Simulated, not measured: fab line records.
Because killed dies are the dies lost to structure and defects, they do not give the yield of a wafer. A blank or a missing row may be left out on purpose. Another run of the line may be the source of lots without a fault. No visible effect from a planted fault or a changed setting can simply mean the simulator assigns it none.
Struck lot and sound lot, side by side | flow gf180mcu | 15 out of 602 route steps
Sound: wafers L507.1, L507.3, L507.4. Struck: wafers L509.1, L509.4, L509.5. At the end, the cause is stated.
At each step with rows: each side's tool, then ch and its chambers, then its first start. Under that, the readings that differ: sound wafers | struck wafers | difference of the means | sigmas: that difference in standard deviations of wafers without a fault.
alike: readings with means less than 2 such deviations apart, plus words and numbers identical on both sides. not compared: withheld readings, readings lacking a value on some wafer, bounds such as >300 that could conceal the same value, and numbers that have no deviation in the record and whose values overlap.
Wherever a step has rows on one side only, a row that says differs or no value, or a row with sigmas, the two part there. Numbers that have no deviation but don't overlap get no sigmas and don't part them. Lack of a reading on every wafer of one side parts them only where that side has two or more wafers.

first, 4 steps without rows for these wafers: GF_V3_SOFTBAKE_10 (time 60 s); GF_V3_EXPOSE_11 (exposes mask Via3, target cd 260 nm); GF_V3_PEB_12 (peb time 90 s); GF_V3_DEVELOP_13 (develop time 60 s).
GF_V3_CD_MEAS_14 targets a cd of 260 nm.
  sound on cd sem-01 at day 26 15:16; struck on cd sem-01 at day 27 12:41
  alike: cd nm
GF_V3_OVL_MEAS_15:
  sound on overlay-01 at day 26 15:23; struck on overlay-02 at day 27 12:49
  alike: V3_OVL
GF_V3_ETCH_16: etches BARC in N2/H2.
  sound on rie diel-04 ch 0,2,3, day 26 15:25; struck on rie diel-04 ch 0,2,3, day 27 12:50
  alike: drypump motor current A, oes product au, throttle valve pct
GF_V3_ETCH_17: etches SiO2 in C4F8/O2/Ar, stops on TiN, target depth 635 nm.
  sound: rie diel-04 ch 0,2,3; struck: rie diel-04 ch 0,2,3
  alike: oes product au
GF_V3_STRIP_18: strips in O2/N2.
  sound on plasma asher-02 ch 0,1, day 26 15:33; struck on plasma asher-04 ch 0,1, day 27 12:58
  alike: drypump motor current A, heater power w, oes product au
  not compared: rf hours counter h
then, 2 steps without rows for these wafers: GF_V3_STRIP_19 (strips in post etch residue remover, time 1200 s); GF_V3_CLEAN_20 (cleans in DIW).
GF_V3_SPUTTER_21: material Ti, target thk 15 nm, time 80.02 s.
  sound on pvd sputter-03 at day 26 16:05; struck on pvd sputter-02 at day 27 13:31
  alike: cathode dc power W, chamber pressure pa, throttle valve pct
GF_V3_SPUTTER_22: material TiN, target thk 10 nm, time 40 s.
  sound on pvd sputter-03 at day 26 16:08; struck on pvd sputter-02 at day 27 13:34
  no value came back on the struck wafers for cathode dc power W (W), chamber pressure pa (Pa), throttle valve pct (%); on the sound wafers cathode dc power W (W) reads 4000.8 3999.0 4000.5
GF_V3_CVD_23: deposits W, target thk 350 nm, time 104.9 s.
  sound on cvd w-01 ch 0,1, day 26 16:11; struck on cvd w-02 ch 0, day 27 13:37
  alike: heater power w
-- the record jumps here: 6 days lie between the struck wafers' starts before and after (it left off in module V3 and takes up again in module PASSIVATION, whose first step shown is number 602 of the route) --
GF_PASSIVATION_PROBE_99:
  record: rows for the struck wafers here (prober-01, day 33 05:33), none for the sound ones

WHERE THEY PART
First at GF_V3_SPUTTER_22; last, within this record, at GF_PASSIVATION_PROBE_99.

WHY: what the simulator had put in
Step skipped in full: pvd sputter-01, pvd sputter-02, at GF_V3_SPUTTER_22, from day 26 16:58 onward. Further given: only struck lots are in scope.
